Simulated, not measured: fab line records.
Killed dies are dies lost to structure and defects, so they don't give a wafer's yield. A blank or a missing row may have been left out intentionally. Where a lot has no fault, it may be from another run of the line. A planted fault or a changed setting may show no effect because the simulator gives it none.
Matching of chambers | flow gf180mcu | 3 sister chambers for GF_SAB_CVD_00 on pecvd-03
The step deposits SiO2 from TEOS, target thk 50 nm, time 4.9302 s. 14 wafers are shown with their chamber, then 7 later ones without.

== WAFERS WITH THEIR CHAMBER ==
wafer  | chamber | heaterPowerW (W)
L347.1 | 0       | 491
L347.5 | 0       | 501
L347.6 | 2       | 710
L351.3 | 0       | 483
L351.4 | 2       | 671
L351.6 | 0       | 513
L356.1 | 2       | 648
L356.5 | 1       | 666
L356.6 | 0       | 591
L357.1 | 0       | 552
L357.2 | 1       | 783
L357.5 | 2       | 691
L362.2 | 1       | 727
L362.3 | 2       | 641

SIGNATURES, as means of the wafers listed above
reading      | chamber 0 | chamber 1 | chamber 2 | scatter within a chamber
heaterPowerW | 521.83    | 725.33    | 672.20    | 41.4
Rule: for each reading, subtract the chamber's mean from the wafer's reading, divide by that reading's scatter and square the result; add these up over the readings and take the root, which gives the wafer's distance from the chamber. If the next closest chamber is less than 2 further off than the closest, the wafer can't be placed; otherwise it belongs to the closest. The scatter is the square root of a quotient: the sum, over the shown wafers, of each reading's squared deviation from its chamber's mean, divided by wafers minus chambers.

== WAFERS WITHOUT THEIR CHAMBER ==
wafer  | heaterPowerW (W)
L362.5 | 715
L365.1 | 618
L365.3 | 528
L365.5 | 626
L368.1 | 475
L368.2 | 669
L368.6 | 650

== THE CHAMBER EACH PASSED THROUGH ==
wafer  | from the rows above          | in truth
L362.5 | can't be placed: 1 or 2      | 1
L365.1 | can't be placed: 2 or 0 or 1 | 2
L365.3 | 0                            | 0
L365.5 | can't be placed: 2 or 1 or 0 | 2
L368.1 | 0                            | 0
L368.2 | can't be placed: 2 or 1      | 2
L368.6 | can't be placed: 2 or 1      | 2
2 of 7 placed correctly. Not placeable from these rows: 5 (in 5, the candidates include the true chamber). Placed wrongly: 0.
